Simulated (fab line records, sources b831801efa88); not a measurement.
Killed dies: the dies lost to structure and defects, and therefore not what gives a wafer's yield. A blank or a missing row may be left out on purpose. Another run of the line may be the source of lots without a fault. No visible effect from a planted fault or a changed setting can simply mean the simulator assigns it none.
Which of the tools did it? -- flow gf180mcu -- Sampling: 13 lots, 39 wafers, 2 of 602 route steps

== WHAT THE GAUGES READ, wafer by wafer ==
GF_V3_CD_MEAS_14: the cd target is 260 nm. Usual: cd nm 259.9 nm, standard deviation 1.3.
lot,measured,on,cd nm (nm),flag
L243,day 22 08:44,cd sem-02,261.9 262.3 262.8,
L244,day 22 21:44,cd sem-01,260.4 260.6 259.8,
L245,day 23 07:41,cd sem-02,260.8 258.8 261.3,
L249,day 24 15:02,cd sem-02,257.0 257.5 259.0,
L250,day 24 16:41,cd sem-01,258.7 258.3 259.0,
L253,day 25 22:17,cd sem-02,261.8 262.0 262.0,
L254,day 26 03:53,cd sem-02,259.3 258.9 257.7,
L256,day 26 22:26,cd sem-01,259.6 259.6 258.9,
L259,day 27 18:37,cd sem-02,261.4 261.7 261.5,
L260,day 28 02:14,cd sem-01,261.2 261.8 260.4,
L261,day 28 08:21,cd sem-01,259.9 258.2 257.6,
L262,day 28 17:10,cd sem-01,260.6 259.4 261.6,
L265,day 29 09:01,cd sem-02,261.3 261.4 260.9,

== TOOL THAT RAN EACH LOT (tool first, then ch and the chambers of the sampled wafers, then the start) ==
lot,GF_V3_CVD_02
L243,"pecvd-01 ch 0,2, day 21 09:20"
L244,"pecvd-02 ch 0,1,2, day 21 22:01"
L245,"pecvd-01 ch 0,1,2, day 22 08:13"
L249,"pecvd-04 ch 0,1, day 23 15:41"
L250,"pecvd-04 ch 1,2, day 23 18:49"
L253,"pecvd-04 ch 0,2, day 25 00:50"
L254,"pecvd-02 ch 0,1,2, day 25 06:32"
L256,"pecvd-01 ch 0,2, day 26 01:12"
L259,"pecvd-04 ch 0,1,2, day 26 21:21"
L260,"pecvd-01 ch 0,1,2, day 27 06:35"
L261,"pecvd-01 ch 0,1,2, day 27 12:15"
L262,"pecvd-02 ch 0,2, day 27 21:33"
L265,"pecvd-02 ch 0,1, day 28 12:43"
- GF_V3_CVD_02: deposits SiO2 from TEOS, target thk 850 nm, time 94.851 s.

== AS READ BY THE TOOLS THEMSELVES (means over the sampled wafers that have a number; for cases with no such wafer, the mark the record gives instead) ==
GF_V3_CVD_02. Usual: heater power w 666 W, standard deviation 68; susceptor temp C 400.01 C, standard deviation 0.2.
lot,tool,heater power w (W),susceptor temp C (C),flag
L243,pecvd-01,666,399.78,
L244,pecvd-02,719,399.92,
L245,pecvd-01,620,400.06,
L249,pecvd-04,588,399.83,
L250,pecvd-04,692,400.03,
L253,pecvd-04,689,399.99,
L254,pecvd-02,654,400.07,
L256,pecvd-01,694,400.16,
L259,pecvd-04,614,400.08,
L260,pecvd-01,675,399.99,
L261,pecvd-01,636,399.98,
L262,pecvd-02,773,399.91,
L265,pecvd-02,756,399.82,

== THE ANSWER, worked out from the rows above alone ==
Rule: a lot counts as off when the mean over its wafers that have a number is more than 3 standard deviations away from the usual mean. A lot without any number at a reading at which 4 lots or more have one is off too. Any other lot the step has rows for is counted as sound. Order of review: gauges by route order, followed by the tools' own readings, for which a lot's mean as printed above is used. At the first step where some lot is off, the reading lying furthest off is the one used; lots without a number count as furthest.
No lot is off on any of the readings shown, so nothing can be concluded from this.

== WHAT THE SIMULATOR PUT IN ==
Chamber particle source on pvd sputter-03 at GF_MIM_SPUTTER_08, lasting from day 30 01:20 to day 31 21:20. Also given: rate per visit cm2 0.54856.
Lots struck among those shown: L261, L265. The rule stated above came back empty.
